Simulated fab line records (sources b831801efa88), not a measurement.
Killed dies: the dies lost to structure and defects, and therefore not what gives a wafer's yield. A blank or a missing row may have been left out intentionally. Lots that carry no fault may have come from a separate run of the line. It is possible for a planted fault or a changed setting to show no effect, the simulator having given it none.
fab line records	flow sky130
[record] lots = 7	wafers = 21	last_day = 50
route steps=708 shown POLY_GATE@229 LDD_N@237
lots that met no fault: taken from a fault-free run of the same line
start_h: hours from the record's first day to the start of the lot's first wafer shown	wait_h: hours elapsed since this lot's preceding step	" same as the row above	L1.1+2: a row that stands for several wafers	- no value, or no start given	* or withheld: withheld	< > ~ a bound
route shown NAME@n: names a module that has steps shown in the file, with the first one's number in the route	usual: mean/standard deviation of fault-free wafers	same: alike in all rows	chamber/n: place in a boat	sites: each site's reading	_std_site: the values' standard deviation	_edge_site: mean of outer sites minus mean of inner sites	radius_mm: for every site, how far away it sits from the centre of the wafer	mask NAME#n: copy n	behind: the last tool/chamber to shape the wafer	hold: reason for holding the lot/hours on hold/outcome of the hold	device: which transistor (n, p or np) failed to switch	end of line: tests of these same wafers at the route's end	a step with no rows: only its recipe	killed: count of dies lost to structure and defects at first sort (not the wafer's yield)	map: shows each die of a wafer: x if killed, . if not, _ if none is there
set.NAME: the setting the step ran with; set.NAME@STEP: the setting that earlier step ran with	model.NAME: the simulator's own value behind a step, which no gauge read
lots at selected steps of the route; one table per step, one row per wafer
services: from which hour (start_h, from the record's first day; less than 0 if before it) a tool's chamber was out of use, for how many hours, and why
[[steps]]
[step SKY_POLY_GATE_ETCH_15]
[recipe] chemistry = N2/H2	target = BARC	ion_energy_ev = 200	source_w = 500	bias_w = 100	pressure_mtorr = 30	n2_flow_sccm = 100	h2_flow_sccm = 200	stop_on = SiO2	time_s = 118.5	target_depth_a = 1100
[usual] bias_w = 100.02/0.28	drypump_motor_current_A = 5.9/0.43	oes_product_au = 0.715/0.0046	throttle_valve_pct = 13.213/0.0091
lot.wafer	tool	chamber	start_h	wait_h	bias_w	drypump_motor_current_A	oes_product_au	rf_hours_counter_h	throttle_valve_pct
L779.1	rie_diel-02	3	403.54	0.0	99.91	6.3	0.714	100	13.217
L779.2	"	2	"	"	100.87	6.0	0.719	4	13.223
L779.4	"	3	"	"	100.39	6.3	0.717	-	13.199
L790.1	rie_diel-03	3	525.33	0.0	99.84	5.9	0.715	6	13.212
L790.2	"	2	"	"	99.92	5.6	0.714	15	13.225
L790.4	"	1	"	"	99.74	5.4	0.715	15	13.219
L791.2	rie_diel-01	0	526.33	0.0	99.64	5.6	0.723	79	13.221
L791.3	"	2	"	"	100.15	5.8	0.712	8	13.209
L791.6	"	1	"	"	99.83	6.5	0.720	-	13.218
L792.1	rie_diel-03	3	528.68	0.0	99.89	5.9	0.719	6	13.208
L792.3	"	0	"	"	100.25	5.1	0.721	7	13.221
L792.6	"	0	"	"	100.15	5.1	0.708	-	13.217
L793.2	rie_diel-01	1	534.34	0.0	100.45	6.5	0.716	8	13.230
L793.4	"	2	"	"	99.91	5.8	0.720	-	13.195
L793.6	"	1	"	"	100.30	6.5	0.711	-	13.218
L794.1	rie_diel-02	3	538.34	0.0	100.08	6.3	0.710	1	13.218
L794.2	"	1	"	"	100.02	6.2	0.716	3	13.229
L794.6	"	2	"	"	99.77	6.0	0.715	-	13.223
L798.3	rie_diel-03	1	585.68	0.0	99.63	5.4	0.710	17	13.223
L798.4	"	3	"	"	99.99	5.9	0.715	7	13.194
L798.6	"	3	"	"	99.90	5.9	0.709	-	13.215
[step SKY_POLY_GATE_ETCH_16]
[recipe] stop_on = poly-Si	chemistry = CH3F/O2	target = Si3N4	source_w = 400	bias_w = 76.98	pressure_mtorr = 25	ch3f_flow_sccm = 40	O2_flow_sccm = 30	time_s = 147.5	target_depth_a = 750
[usual] O2_flow_sccm = 29.99/0.092	bias_w = 76.97/0.22	drypump_motor_current_A = 5.9/0.43	oes_product_au = 0.641/0.0048	throttle_valve_pct = 10.534/0.0093
lot.wafer	tool	chamber	start_h	wait_h	O2_flow_sccm	bias_w	drypump_motor_current_A	oes_product_au	rf_hours_counter_h	throttle_valve_pct
L779.1	rie_diel-02	3	403.62	0.0	29.83	76.64	6.3	0.646	100	10.546
L779.2	"	2	"	"	29.80	76.78	6.0	0.641	4	10.553
L779.4	"	3	"	"	29.86	76.55	6.3	0.639	-	10.544
L790.1	rie_diel-03	3	525.42	0.0	29.89	76.76	5.9	0.640	6	10.521
L790.2	"	2	"	"	29.89	76.74	5.6	0.649	15	10.529
L790.4	"	1	"	"	29.90	77.28	5.4	0.644	15	10.533
L791.2	rie_diel-01	0	526.41	0.0	30.02	77.35	5.6	0.644	79	10.515
L791.3	"	2	"	"	30.08	76.72	5.8	0.643	8	10.544
L791.6	"	1	"	"	30.04	77.09	6.6	0.639	-	10.547
L792.1	rie_diel-03	3	528.76	0.0	30.11	76.88	5.9	0.648	6	10.540
L792.3	"	0	"	"	29.99	76.83	5.1	0.639	7	10.544
L792.6	"	0	"	"	29.90	77.03	5.1	0.648	-	10.524
L793.2	rie_diel-01	1	534.43	0.0	30.06	76.95	6.5	0.648	8	10.520
L793.4	"	2	"	"	29.99	76.99	5.7	0.638	-	10.528
L793.6	"	1	"	"	29.81	77.03	6.5	0.644	-	10.550
L794.1	rie_diel-02	3	538.43	0.0	30.10	76.64	6.3	0.637	1	10.539
L794.2	"	1	"	"	29.93	77.02	6.2	0.628	3	10.536
L794.6	"	2	"	"	30.02	77.27	5.9	0.643	-	10.512
L798.3	rie_diel-03	1	585.76	0.0	29.91	76.79	5.4	0.641	17	10.532
L798.4	"	3	"	"	30.07	76.84	5.9	0.634	8	10.545
L798.6	"	3	"	"	30.00	76.70	5.9	0.642	-	10.545
[step SKY_POLY_GATE_ETCH_17]
[recipe] target_depth_nm = 180	stop_on = SiO2	over_etch_frac = 0.56667	chemistry = HBr/Cl2	target = poly-Si	icp_w = 400	bias_w = 100	pressure_mtorr = 10	HBr_flow_sccm = 150	Cl2_flow_sccm = 50	time_s = 70.5
[usual] bias_w = 99.96/0.3	drypump_motor_current_A = 5.4/0.41	oes_product_au = 0.988/0.0069	throttle_valve_pct = 33.686/0.01
lot.wafer	tool	chamber	start_h	wait_h	bias_w	drypump_motor_current_A	oes_product_au	rf_hours_counter_h	throttle_valve_pct
L779.1	rie_si-02	0	403.72	0.0	100.04	5.7	0.989	55	33.696
L779.2	"	2	"	"	99.57	5.7	0.982	25	33.679
L779.4	"	1	"	"	100.26	5.0	0.986	6	33.673
L790.1	rie_si-01	1	525.52	0.0	99.27	5.5	0.983	3	33.693
L790.2	"	0	"	"	100.34	4.8	0.977	6	33.676
L790.4	"	2	"	"	99.53	5.1	0.976	42	33.682
L791.2	rie_si-02	3	526.51	0.0	100.62	5.1	0.990	1	33.672
L791.3	"	2	"	"	100.57	5.7	0.991	26	33.686
L791.6	"	3	"	"	100.19	5.1	0.988	-	33.697
L792.1	rie_si-01	3	528.86	0.0	100.27	6.1	1.005	0	33.675
L792.3	"	2	"	"	99.79	5.1	0.991	42	33.675
L792.6	"	2	"	"	100.27	5.1	0.994	-	33.691
L793.2	rie_si-02	2	534.53	0.0	100.10	5.7	0.989	26	33.690
L793.4	"	1	"	"	100.07	5.0	0.988	7	33.689
L793.6	"	1	"	"	99.87	5.0	0.985	-	33.692
L794.1	rie_si-01	1	538.53	0.0	100.02	5.5	1.000	3	33.679
L794.2	"	2	"	"	99.81	5.1	0.989	42	33.680
L794.6	"	2	"	"	99.59	5.1	0.989	-	33.691
L798.3	rie_si-01	0	585.86	0.0	100.12	4.8	1.001	6	33.689
L798.4	"	3	"	"	99.85	6.0	0.993	1	33.674
L798.6	"	1	"	"	99.96	5.5	0.997	-	33.670
[step SKY_POLY_GATE_STRIP_18]
[recipe] chemistry = O2/N2	power_w = 1400	pressure_mtorr = 1500	platen_temp_c = withheld	o2_flow_sccm = 3000	n2_flow_sccm = 300	overash_fraction = 0.5
[usual] drypump_motor_current_A = 5.6/0.43	oes_product_au = 0.361/0.0053	strip_time_to_endpoint_s = 3.18/0.032
lot.wafer	tool	chamber	start_h	wait_h	drypump_motor_current_A	oes_product_au	rf_hours_counter_h	strip_time_to_endpoint_s
L779.1	plasma_asher-04	1	403.77	0.0	4.9	0.363	65	3.18
L779.2	"	0	"	"	5.9	0.367	65	3.18
L779.4	"	0	"	"	5.9	0.361	-	3.17
L790.1	plasma_asher-02	1	525.57	0.0	5.9	0.359	40	3.19
L790.2	"	0	"	"	5.3	0.362	40	3.16
L790.4	"	0	"	"	5.3	0.363	-	3.17
L791.2	plasma_asher-04	1	526.56	0.0	5.0	0.359	10	3.13
L791.3	"	0	"	"	5.9	0.357	-	3.12
L791.6	"	0	"	"	5.9	0.352	-	3.16
L792.1	plasma_asher-04	1	528.91	0.0	5.0	0.354	10	3.16
L792.3	"	1	"	"	5.0	0.350	-	3.18
L792.6	"	0	"	"	5.9	0.358	-	3.19
L793.2	plasma_asher-04	0	534.58	0.0	5.9	0.368	11	3.18
L793.4	"	0	"	"	5.9	0.353	-	3.14
L793.6	"	1	"	"	5.0	0.359	-	3.16
L794.1	plasma_asher-04	0	538.58	0.0	5.9	0.357	11	3.16
L794.2	"	1	"	"	5.0	0.355	11	3.20
L794.6	"	1	"	"	5.0	0.361	-	3.22
L798.3	plasma_asher-04	0	585.95	0.1	5.9	0.368	-	3.16
L798.4	"	1	"	"	4.9	0.360	-	3.15
L798.6	"	1	"	"	4.9	0.356	-	3.16
[step SKY_POLY_GATE_CLEAN_19]
[recipe] chemistry = SC1/SC2	mix = 1:4:20	temp_c = 70	time_s = 150	dry = n2_spin
[step SKY_POLY_GATE_OXIDATION_20]
[recipe] temp_c = 850	ambient = O2	stabilise_s = 600	purge_s = 300	target_thk_a = 40	ox_time_s = 899
[step SKY_POLY_GATE_THK_MEAS_21]
[recipe] reads = SiO2_of_POLY_GATE_OXIDATION_20
[usual] POLY_GATE_OXIDATION_THK = 4.03/0.069
lot.wafer	tool	chamber	start_h	wait_h	POLY_GATE_OXIDATION_THK[nm]
L779.1	film_metro-04	-	405.38	0.0	3.95
L779.2	"	-	"	"	3.94
L779.4	"	-	"	"	3.99
L790.1	film_metro-04	-	526.97	0.0	4.10
L790.2	"	-	"	"	4.11
L790.4	"	-	"	"	4.16
L791.2	film_metro-01	-	528.23	0.0	4.19
L791.3	"	-	"	"	4.12
L791.6	"	-	"	"	4.15
L792.1	film_metro-02	-	530.31	0.0	3.99
L792.3	"	-	"	"	3.90
L792.6	"	-	"	"	3.86
L793.2	film_metro-01	-	535.99	0.0	3.96
L793.4	"	-	"	"	3.89
L793.6	"	-	"	"	3.92
L794.1	film_metro-02	-	540.69	0.0	4.07
L794.2	"	-	"	"	3.87
L794.6	"	-	"	"	4.05
L798.3	film_metro-02	-	587.38	0.0	4.09
L798.4	"	-	"	"	4.10
L798.6	"	-	"	"	4.07
[step SKY_POLY_GATE_CD_MEAS_22]
[usual] cd_nm = 148.8/2.8
lot.wafer	tool	chamber	start_h	wait_h	cd_nm
L779.1	cd_sem-01	-	405.44	0.1	150.5
L779.2	"	-	"	"	151.2
L779.4	"	-	"	"	152.0
L790.1	cd_sem-02	-	527.03	0.1	143.2
L790.2	"	-	"	"	147.5
L790.4	"	-	"	"	146.4
L791.2	cd_sem-01	-	528.31	0.1	150.3
L791.3	"	-	"	"	151.2
L791.6	"	-	"	"	150.7
L792.1	cd_sem-02	-	530.37	0.1	146.3
L792.3	"	-	"	"	147.5
L792.6	"	-	"	"	147.6
L793.2	cd_sem-02	-	536.07	0.1	149.1
L793.4	"	-	"	"	153.0
L793.6	"	-	"	"	151.0
L794.1	cd_sem-01	-	540.75	0.1	153.1
L794.2	"	-	"	"	149.6
L794.6	"	-	"	"	150.2
L798.3	cd_sem-01	-	587.48	0.1	149.8
L798.4	"	-	"	"	144.6
L798.6	"	-	"	"	146.9
[step SKY_LDD_N_DEHYDRATE_00]
[recipe] temp_c = 200	time_s = 60
[step SKY_LDD_N_HMDS_01]
[recipe] prime_time_s = 60	prime_temp_c = 120
[step SKY_LDD_N_COAT_02]
[recipe] resist = NOVOLAK	spin_rpm = 3000	resist_thk_nm = 300
[step SKY_LDD_N_SOFTBAKE_03]
[recipe] temp_c = 90	time_s = 60	resist = NOVOLAK
[step SKY_LDD_N_EXPOSE_04]
[recipe] mask_id = NTM	target_cd_nm = 840	na = 0.6	source_shape = conventional	sigma_outer = 0.6	dose_mj = 110
[usual] exposure_dose_mJ_cm2 = 110.01/0.11	focus_offset_nm = 0.0/0.62	sigma_outer = 0.6/0	stage_vel_mm_s = 500.01/0.27
lot.wafer	tool	chamber	start_h	wait_h	mask	exposure_dose_mJ_cm2	focus_offset_nm	sigma_outer	stage_vel_mm_s
L779.1	iline_stepper-02	0	420.26	-	NTM#0	109.96	0.1	0.6	500.04
L779.2	"	0	"	"	NTM#0	109.88	-0.7	0.6	499.80
L779.4	"	0	"	"	NTM#0	109.98	-0.7	0.6	499.67
L790.1	iline_stepper-01	-	541.79	-	NTM#0	-	-	-	-
L790.2	"	-	"	"	NTM#0	-	-	-	-
L790.4	"	-	"	"	NTM#0	-	-	-	-
L791.2	iline_stepper-01	-	543.29	-	NTM#0	-	-	-	-
L791.3	"	-	"	"	NTM#0	-	-	-	-
L791.6	"	-	"	"	NTM#0	-	-	-	-
L792.1	iline_stepper-02	-	545.25	-	NTM#0	-	-	-	-
L792.3	"	-	"	"	NTM#0	-	-	-	-
L792.6	"	-	"	"	NTM#0	-	-	-	-
L793.2	iline_stepper-02	0	551.16	-	NTM#0	110.09	-0.4	0.6	499.73
L793.4	"	0	"	"	NTM#0	109.86	1.2	0.6	500.33
L793.6	"	0	"	"	NTM#0	109.97	-0.4	0.6	500.05
L794.1	iline_stepper-01	0	555.66	-	NTM#0	110.19	0.0	0.6	500.29
L794.2	"	0	"	"	NTM#0	110.12	-0.5	0.6	499.82
L794.6	"	0	"	"	NTM#0	110.07	1.2	0.6	499.90
L798.3	iline_stepper-01	0	602.48	-	NTM#0	109.92	0.3	0.6	500.16
L798.4	"	0	"	"	NTM#0	110.02	0.1	0.6	500.38
L798.6	"	0	"	"	NTM#0	110.00	-0.4	0.6	500.63
[step SKY_LDD_N_PEB_05]
[recipe] temp_c = withheld	time_s = *	resist = NOVOLAK
[[services]]
tool	chamber	start_h	hours	kind
rie_si-02	-	389.31	2.8	pm
rie_diel-03	2	391.74	4.0	repair
rie_diel-03	-	399.23	0.7	repair
iline_stepper-02	-	405.58	6.3	repair
rie_diel-02	0	411.84	6.3	repair
iline_stepper-01	-	419.40	4.9	repair
rie_diel-02	2	420.07	9.1	repair
plasma_asher-04	-	421.26	9.0	pm
plasma_asher-04	0	421.26	9.0	vent_cycle
plasma_asher-04	1	421.26	9.0	vent_cycle
rie_diel-02	3	426.77	9.7	repair
plasma_asher-04	0	430.26	-	clean
plasma_asher-04	1	430.26	-	clean
iline_stepper-02	-	434.67	1.7	pm
rie_si-02	-	445.90	4.3	pm
rie_diel-01	0	462.88	12.4	repair
iline_stepper-02	-	464.44	2.4	repair
rie_si-02	1	478.67	15.9	repair
iline_stepper-01	-	513.68	1.7	pm
rie_diel-03	2	526.95	1.6	repair
plasma_asher-02	-	533.13	1.2	repair
rie_diel-03	0	554.90	5.5	repair
plasma_asher-04	-	564.27	4.8	repair
rie_diel-01	1	568.66	15.7	repair
[[key]]
[first_sign] step = SKY_LDD_N_EXPOSE_04	reading = tool_record	direction = missing
effect none on later readings
met_at SKY_LDD_N_EXPOSE_04
struck_wafers L790.1,L790.2,L790.4,L791.2,L791.3,L791.6,L792.1,L792.3,L792.6
sort_left_out L790.1,L790.2,L790.4,L791.2,L791.3,L791.6,L792.1,L792.3,L792.6
tester_left_out L790,L791,L792
onset_between 420.26 541.79
[fault] kind = skipped_step_whole	tool = iline_stepper-01,iline_stepper-02	chamber = -	onset_h = 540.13	steps = SKY_LDD_N_EXPOSE_04	scope = struck_lots_only
// tester_left_out: of these lots the tester's yield and bins aren't shown, on N5 and GAA mostly nor the transistor test; their killed dies are dies lost to structure and defects alone, not to doping, threshold or leakage, so they don't give the yield
// sort_left_out: the simulated sort isn't trusted on such a fault, so these wafers' sort isn't shown, and their yield isn't known
